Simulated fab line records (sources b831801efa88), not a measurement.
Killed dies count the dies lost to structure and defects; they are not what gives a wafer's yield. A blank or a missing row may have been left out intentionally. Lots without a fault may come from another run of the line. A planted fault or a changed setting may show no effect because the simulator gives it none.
Comparing a struck lot with a sound one :: flow sky130 :: 14 steps out of a route of 708
Sound: the wafers L243.1, L243.3, L243.6. Wafers L236.2, L236.3, L236.6 were the ones struck. The cause is given at the end.
Order at every step that has rows: each side's tool, ch and its chambers, its first start. Under that, the readings that differ: sound wafers :: struck wafers :: difference of the means :: sigmas: that difference in standard deviations of wafers without a fault.
alike: readings whose means differ by less than 2 such deviations, and words and numbers that are the same on both sides. not compared: withheld readings, readings that some wafer has no value for, bounds like >300 that may hide the same value, and numbers for which the record gives no deviation and whose values overlap.
A row with sigmas, a row that says differs or no value, or rows on one side alone: a step with any of these is where the two part. Numbers that have no deviation but don't overlap get no sigmas and don't part them. A reading that every wafer of one side lacks parts them only if that side has two wafers or more.

first, 4 steps without rows for these wafers: SKY_PWDE_SOFTBAKE_03; SKY_PWDE_EXPOSE_04 (exposes mask PWDEM, target cd 840 nm); SKY_PWDE_PEB_05; SKY_PWDE_DEVELOP_06 (develop time 60 s).
SKY_PWDE_OVL_MEAS_07:
  struck on overlay-01, day 7 12:05; sound on overlay-02, day 9 01:53
  alike: PWDE_OVL
next, for these wafers, 1 step has no rows: SKY_PWDE_IMPLANT_08.
SKY_PWDE_STRIP_09: strips in O2/N2.
  sound on plasma_asher-02 ch 0,1, day 9 02:11; struck on plasma_asher-02 ch 1, day 7 12:16
  alike: drypump_motor_current_A, n2_flow_sccm, oes_product_au, strip_time_to_endpoint_s
  not compared: rf_hours_counter_h
SKY_PWDE_TW_MEAS_10:
  struck on film_metro-01, day 7 12:23; sound on film_metro-01, day 9 02:17
  alike: PWDE_TW
then, 4 steps without rows for these wafers: SKY_NWELL_DEHYDRATE_03 (time 60 s); SKY_NWELL_HMDS_04 (prime time 60 s); SKY_NWELL_COAT_05 (resist thk 3000 nm); SKY_NWELL_SOFTBAKE_06.
SKY_NWELL_EXPOSE_07: exposes mask NWM, target cd 840 nm.
  struck on iline_stepper-01, day 7 22:56; sound on iline_stepper-02 ch 0, day 9 12:20
  no value came back on the struck wafers for exposure_dose_mJ_cm2, focus_offset_nm (nm), reticle_temp_C (C); on the sound wafers exposure_dose_mJ_cm2 reads 255.42 255.06 255.28
  alike: mask
next, for these wafers, 1 step has no rows: SKY_NWELL_PEB_08.

== WHERE THEY PART ==
Within this record, at SKY_NWELL_EXPOSE_07 only.

WHY: whatever the simulator had introduced
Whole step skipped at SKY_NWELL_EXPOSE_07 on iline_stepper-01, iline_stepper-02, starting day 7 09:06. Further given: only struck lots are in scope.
